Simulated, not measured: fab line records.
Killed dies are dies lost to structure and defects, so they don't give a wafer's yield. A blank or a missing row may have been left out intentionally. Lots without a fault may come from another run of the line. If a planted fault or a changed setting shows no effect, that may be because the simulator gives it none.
fab line records	flow gf180mcu
record lots=5	wafers=15	last-day=32
route steps=602 shown M4@475 V4@476
lots untouched by any fault: they come from a run of this same line in which no faults occurred
start-h: hours from the record's first day to the start of the lot's first wafer shown	wait-h: hours since the lot's step before	" unchanged from the row above	L1.1+2: a row that stands for several wafers	- value missing, or start not given	* or withheld: withheld	< > ~ a bound
route shown NAME@n: a module of which the file shows steps, and the number in the route of the first	usual: mean and standard deviation over wafers with no fault	same: alike in all rows	chamber/n: place in a boat	sites: each site's reading	_std_site: the values' standard deviation	_edge_site: outer sites' mean less inner sites'	radius-mm: how far each site lies from the wafer's centre	mask NAME#n: copy n	behind: tool/chamber where the wafer was last shaped	hold: cause of the lot's hold/its duration in hours/its outcome	device: names the non-switching transistor (n, p or np)	end of line: the tests these same wafers got at the end of their route	step lacking rows: just its recipe	killed: the dies lost at the first sort to structure and to defects; this is not the yield of the wafer	map: a wafer's dies, marking killed ones x, the rest . and places with no die _
set.NAME: the setting that was run; set.NAME@STEP: the one run at that earlier step	model.NAME: the simulator's own value behind a step, which no gauge read
a table for each step, a row for each wafer; lots at some steps of the route
services: from which hour (start-h, from the record's first day; less than 0 if before it) a tool's chamber was out of use, for how many hours, and why
## steps
# step GF_M4_CLEAN_19
# recipe chemistry=DIW	dry=n2-spin
# step GF_V4_CVD_00
# recipe material=SiO2	target-thk-nm=600	sigma-open-frac=0.3	temp-c=400	time-s=100	sih4-flow-sccm=60	pressure-mtorr=6
# step GF_V4_THK_MEAS_01
# recipe reads=SiO2_of_V4_CVD_00
# usual V4_CVD_00_THK=604/8.5
lot.wafer	tool	chamber	start-h	wait-h	V4_CVD_00_THK[nm]
L830.1	film-metro-04	-	583.95	0.0	619
L830.4	"	-	"	"	614
L830.6	"	-	"	"	625
L835.1	film-metro-01	-	621.97	0.0	599
L835.3	"	-	"	"	598
L835.4	"	-	"	"	589
L837.1	film-metro-01	-	643.43	0.0	614
L837.2	"	-	"	"	613
L837.3	"	-	"	"	612
L838.1	film-metro-02	-	645.07	0.0	594
L838.5	"	-	"	"	595
L838.6	"	-	"	"	589
L840.2	film-metro-02	-	663.42	0.0	614
L840.3	"	-	"	"	616
L840.6	"	-	"	"	621
# step GF_V4_CVD_02
# recipe material=SiO2	target-thk-nm=850	precursor=TEOS	temp-c=400	time-s=94.851	rf-w=600
# usual heater-power-w=697/140	susceptor-temp-C=400.05/0.22
lot.wafer	tool	chamber	start-h	wait-h	heater-power-w	susceptor-temp-C
L830.1	pecvd-04	1	584.01	0.1	560	399.67
L830.4	"	1	"	"	593	400.19
L830.6	"	0	"	"	663	400.46
L835.1	pecvd-02	1	622.03	0.1	522	399.94
L835.3	"	0	"	"	761	400.06
L835.4	"	2	"	"	789	400.31
L837.1	pecvd-02	0	643.49	0.1	856	400.02
L837.2	"	1	"	"	530	399.80
L837.3	"	2	"	"	792	400.02
L838.1	pecvd-04	0	645.13	0.1	612	399.95
L838.5	"	2	"	"	915	399.90
L838.6	"	1	"	"	596	400.17
L840.2	pecvd-02	1	663.47	0.0	518	400.06
L840.3	"	0	"	"	884	400.05
L840.6	"	0	"	"	884	400.01
# step GF_V4_THK_MEAS_03
# recipe reads=SiO2_of_V4_CVD_02
# usual V4_CVD_02_THK=850/11
lot.wafer	tool	chamber	start-h	wait-h	V4_CVD_02_THK[nm]
L830.1	film-metro-01	-	584.08	0.0	840
L830.4	"	-	"	"	842
L830.6	"	-	"	"	871
L835.1	film-metro-04	-	622.10	0.0	848
L835.3	"	-	"	"	851
L835.4	"	-	"	"	861
L837.1	film-metro-04	-	643.56	0.0	853
L837.2	"	-	"	"	851
L837.3	"	-	"	"	846
L838.1	film-metro-02	-	645.20	0.0	859
L838.5	"	-	"	"	854
L838.6	"	-	"	"	849
L840.2	film-metro-02	-	663.55	0.0	846
L840.3	"	-	"	"	846
L840.6	"	-	"	"	860
# step GF_V4_CMP_04
# recipe material=SiO2	down-force-psi=4	platen-rpm=60	pad-velocity-m-s=0.94248
# usual motor-current-A=11.8/1	platen-rpm=60.00/0.043	retaining-ring-pressure-frac=1.000/0.0051	slurry-flow-ml-min=150.1/0.45	time-to-endpoint-s=77/5.8
lot.wafer	tool	chamber	start-h	wait-h	motor-current-A	platen-rpm	retaining-ring-pressure-frac	slurry-flow-ml-min	time-to-endpoint-s
L830.4	cmp-01	2	584.55	0.4	13.3	59.99	0.999	149.4	72
L830.1	"	0	"	"	12.0	60.01	0.995	149.8	71
L830.6	"	3	"	"	12.4	60.00	1.001	150.5	82
L835.4	cmp-02	0	622.16	0.0	10.6	60.01	0.998	150.2	78
L835.1	"	1	"	"	11.3	59.98	1.003	150.1	73
L835.3	"	2	"	"	12.2	60.00	0.994	150.2	76
L837.3	cmp-02	0	643.62	0.0	10.4	60.05	1.003	150.3	77
L837.2	"	1	"	"	11.6	59.98	1.003	150.4	80
L837.1	"	3	"	"	11.3	60.06	1.004	150.1	81
L838.1	cmp-01	0	645.26	0.1	11.7	60.00	1.003	150.0	78
L838.5	"	0	"	"	11.9	59.96	1.006	150.2	80
L838.6	"	1	"	"	11.1	59.97	0.988	150.3	75
L840.2	cmp-01	1	663.65	0.1	11.2	60.03	1.013	150.0	72
L840.3	"	2	"	"	13.5	59.95	1.005	150.2	76
L840.6	"	1	"	"	11.0	60.03	1.001	149.6	77
# step GF_V4_BOW_MEAS_05
# recipe mode=bow
# usual V4_BOW=134/9.3
lot.wafer	tool	chamber	start-h	wait-h	V4_BOW[um]
L830.1	film-metro-02	-	584.85	0.1	133
L830.4	"	-	"	"	146
L830.6	"	-	"	"	128
L835.1	film-metro-02	-	622.46	0.2	139
L835.3	"	-	"	"	122
L835.4	"	-	"	"	142
L837.1	film-metro-01	-	643.92	0.1	145
L837.2	"	-	"	"	148
L837.3	"	-	"	"	140
L838.1	film-metro-01	-	645.56	0.2	127
L838.5	"	-	"	"	123
L838.6	"	-	"	"	119
L840.2	film-metro-01	-	663.92	0.2	144
L840.3	"	-	"	"	144
L840.6	"	-	"	"	139
# step GF_V4_DEHYDRATE_06
# recipe temp-c=200	time-s=60
# step GF_V4_HMDS_07
# recipe prime-time-s=60	prime-temp-c=120
# step GF_V4_COAT_08
# recipe resist=BARC	temp-c=withheld	time-s=withheld	spin-rpm=withheld	resist-thk-nm=withheld
# step GF_V4_COAT_09
# recipe resist=KrF	spin-rpm=withheld	resist-thk-nm=1000
# step GF_V4_SOFTBAKE_10
# recipe temp-c=130	time-s=60	resist=KrF
# step GF_V4_EXPOSE_11
# recipe mask-id=Via4	target-cd-nm=260	na=0.68	source-shape=conventional	sigma-outer=0.6	dose-mj=38
lot.wafer	tool	chamber	start-h	wait-h	mask
L830.1+4+6	krf-scanner-02	0	595.44	-	Via4#0
L835.1+3+4	krf-scanner-01	0	632.44	-	Via4#0
L837.1+2+3	krf-scanner-02	0	654.07	-	Via4#0
L838.1+5+6	krf-scanner-02	0	655.29	-	Via4#0
L840.2+3+6	krf-scanner-01	0	673.65	-	Via4#0
# step GF_V4_PEB_12
# recipe peb-temp-c=135	peb-time-s=90	resist=KrF
# step GF_V4_DEVELOP_13
# recipe develop-time-s=60	resist=KrF	dev-temp-c=21
# step GF_V4_CD_MEAS_14
# recipe target-cd-nm=260
# usual cd-nm=260.4/1.3
lot.wafer	tool	chamber	start-h	wait-h	cd-nm
L830.1	cd-sem-02	-	606.19	0.1	261.2
L830.4	"	-	"	"	262.0
L830.6	"	-	"	"	260.3
L835.1	cd-sem-02	-	642.30	0.1	259.5
L835.3	"	-	"	"	259.0
L835.4	"	-	"	"	260.9
L837.1	cd-sem-02	-	664.00	0.1	261.7
L837.2	"	-	"	"	261.7
L837.3	"	-	"	"	262.9
L838.1	cd-sem-02	-	665.44	0.1	264.6
L838.5	"	-	"	"	262.3
L838.6	"	-	"	"	262.7
L840.2	cd-sem-02	-	683.31	0.1	261.4
L840.3	"	-	"	"	260.5
L840.6	"	-	"	"	262.2
# step GF_V4_OVL_MEAS_15
# usual V4_OVL=-4/5.6
lot.wafer	tool	chamber	start-h	wait-h	V4_OVL[nm]
L830.1	overlay-01	-	606.31	0.1	-3
L830.4	"	-	"	"	5
L830.6	"	-	"	"	6
L835.1	overlay-01	-	642.42	0.1	-8
L835.3	"	-	"	"	-6
L835.4	"	-	"	"	-2
L837.1	overlay-02	-	664.12	0.1	-4
L837.2	"	-	"	"	-3
L837.3	"	-	"	"	-7
L838.1	overlay-02	-	665.56	0.1	-13
L838.5	"	-	"	"	-18
L838.6	"	-	"	"	-5
L840.2	overlay-02	-	683.42	0.1	-8
L840.3	"	-	"	"	-10
L840.6	"	-	"	"	-11
# step GF_V4_ETCH_16
# recipe chemistry=N2/H2	target-depth-a=withheld	overetch-a=withheld	time-s=withheld	target=BARC	ion-energy-ev=200	source-w=500	bias-w=100	pressure-mtorr=30	n2-flow-sccm=100	h2-flow-sccm=200
# usual drypump-motor-current-A=5.8/0.42	oes-product-au=0.854/0.0049	throttle-valve-pct=13.225/0.0088
lot.wafer	tool	chamber	start-h	wait-h	drypump-motor-current-A	oes-product-au	throttle-valve-pct	model.V4.cd-nm
L830.1	rie-diel-02	1	606.35	0.0	6.3	0.849	13.233	262.1
L830.4	"	3	"	"	6.2	0.854	13.227	262.9
L830.6	"	1	"	"	6.3	0.849	13.216	260.8
L835.1	rie-diel-02	3	642.46	0.0	6.2	0.855	13.233	259.4
L835.3	"	0	"	"	6.0	0.852	13.225	258.1
L835.4	"	1	"	"	6.3	0.846	13.217	261.4
L837.1	rie-diel-02	1	664.16	0.0	6.3	0.844	13.231	262
L837.2	"	2	"	"	6.0	0.847	13.225	262.1
L837.3	"	3	"	"	6.2	0.855	13.241	263.3
L838.1	rie-diel-01	1	665.60	0.0	5.1	0.859	13.222	264.8
L838.5	"	0	"	"	5.1	0.851	13.213	263.3
L838.6	"	3	"	"	5.9	0.854	13.230	263.9
L840.2	rie-diel-01	3	683.45	0.0	5.9	0.860	13.213	262.5
L840.3	"	2	"	"	5.6	0.852	13.207	261.4
L840.6	"	1	"	"	5.1	0.845	13.225	261.5
# step GF_V4_ETCH_17
# recipe chemistry=C4F8/O2/Ar	mask-material=KrF	target=SiO2	stop-on=TiN	source-w=1500	bias-w=1200	pressure-mtorr=40	c4f8-flow-sccm=withheld	O2_flow_sccm=6	Ar_flow_sccm=300	time-s=withheld	target-depth-a=6300
# usual oes-product-au=0.856/0.0048
lot.wafer	tool	chamber	start-h	wait-h	oes-product-au	model.V4.cd-nm
L830.1	rie-diel-02	1	-	-	0.860	262.2
L830.4	"	3	"	"	0.857	262.5
L830.6	"	1	"	"	0.862	260.6
L835.1	rie-diel-02	3	-	-	0.862	258.6
L835.3	"	0	"	"	0.849	257.7
L835.4	"	1	"	"	0.847	261
L837.1	rie-diel-02	1	-	-	0.851	261.8
L837.2	"	2	"	"	0.855	262.4
L837.3	"	3	"	"	0.862	262.6
L838.1	rie-diel-01	1	-	-	0.849	264.6
L838.5	"	0	"	"	0.856	263.4
L838.6	"	3	"	"	0.856	263.3
L840.2	rie-diel-01	3	-	-	0.859	262.2
L840.3	"	2	"	"	0.861	261
L840.6	"	1	"	"	0.861	261.5
# step GF_V4_STRIP_18
# recipe chemistry=O2/N2	power-w=1400	pressure-mtorr=1500	platen-temp-c=250	o2-flow-sccm=3000	n2-flow-sccm=300	overash-fraction=0.5
# usual drypump-motor-current-A=5.9/0.47	heater-power-w=328/23	oes-product-au=0.593/0.0044
# same overash-fraction=0.5
lot.wafer	tool	chamber	start-h	wait-h	drypump-motor-current-A	heater-power-w	oes-product-au	rf-hours-counter-h
L830.1	plasma-asher-03	0	606.48	-	5.4	309	0.587	82
L830.4	"	0	"	"	5.4	306	0.592	-
L830.6	"	0	"	"	5.4	312	0.589	-
L835.1	plasma-asher-02	0	642.59	-	6.0	330	0.596	103
L835.3	"	1	"	"	5.9	322	0.590	-
L835.4	"	0	"	"	6.0	344	0.588	-
L837.1	plasma-asher-03	0	664.29	-	5.5	315	0.595	87
L837.2	"	1	"	"	6.7	357	0.600	87
L837.3	"	1	"	"	6.7	361	0.596	-
L838.1	plasma-asher-02	1	665.73	-	5.9	317	0.590	105
L838.5	"	0	"	"	6.0	336	0.591	-
L838.6	"	1	"	"	5.9	327	0.591	-
L840.2	plasma-asher-03	0	683.58	-	5.4	307	0.591	89
L840.3	"	0	"	"	5.4	310	0.599	-
L840.6	"	1	"	"	6.6	361	0.583	-
## services
tool	chamber	start-h	hours	kind
plasma-asher-02	-	561.68	1.5	repair
plasma-asher-02	-	561.79	3.4	repair
cmp-01	-	572.00	4.0	pm
cmp-02	-	575.73	3.0	repair
pecvd-04	-	576.18	1.3	repair
krf-scanner-01	-	577.66	1.4	repair
cmp-02	-	582.23	8.2	pm
rie-diel-01	0	597.73	5.1	repair
krf-scanner-02	-	600.38	1.3	pm
rie-diel-01	0	602.85	-	clean
rie-diel-01	0	602.85	16.6	scheduled-down
rie-diel-01	0	602.85	16.6	vent-cycle
rie-diel-02	-	615.40	2.8	pm
plasma-asher-03	-	615.71	10.0	repair
rie-diel-01	2	619.41	-	clean
rie-diel-01	2	619.41	25.5	scheduled-down
plasma-asher-02	-	644.12	1.4	repair
krf-scanner-02	-	645.26	1.0	pm
cmp-01	-	661.62	0.8	repair
rie-diel-02	0	663.37	16.4	repair
pecvd-04	1	663.72	16.4	repair
krf-scanner-01	-	668.19	1.0	pm
krf-scanner-02	-	674.83	0.8	pm
cmp-02	-	680.88	3.6	repair
## key
first-sign step=GF_V4_CD_MEAS_14	reading=cd-nm	direction=up	sigmas=2.2	usual=260.4	struck=263.2
effect none on later readings
model-effect step=GF_V4_ETCH_16	value=V4.cd-nm	without=260.6	struck=264
model-effect step=GF_V4_ETCH_17	value=V4.cd-nm	without=260.3	struck=263.8
met-at GF_V4_EXPOSE_11
struck-wafers L838.1,L838.5,L838.6
onset-between 654.07 655.29
also-fits GF_V4_CVD_02:pecvd-04
fault kind=process-parameter-drift	tool=krf-scanner-02	chamber=-	onset-h=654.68	steps=GF_V4_EXPOSE_11	channel=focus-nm	offset=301	spread-by-wafer=0.3	shape=step	end-h=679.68
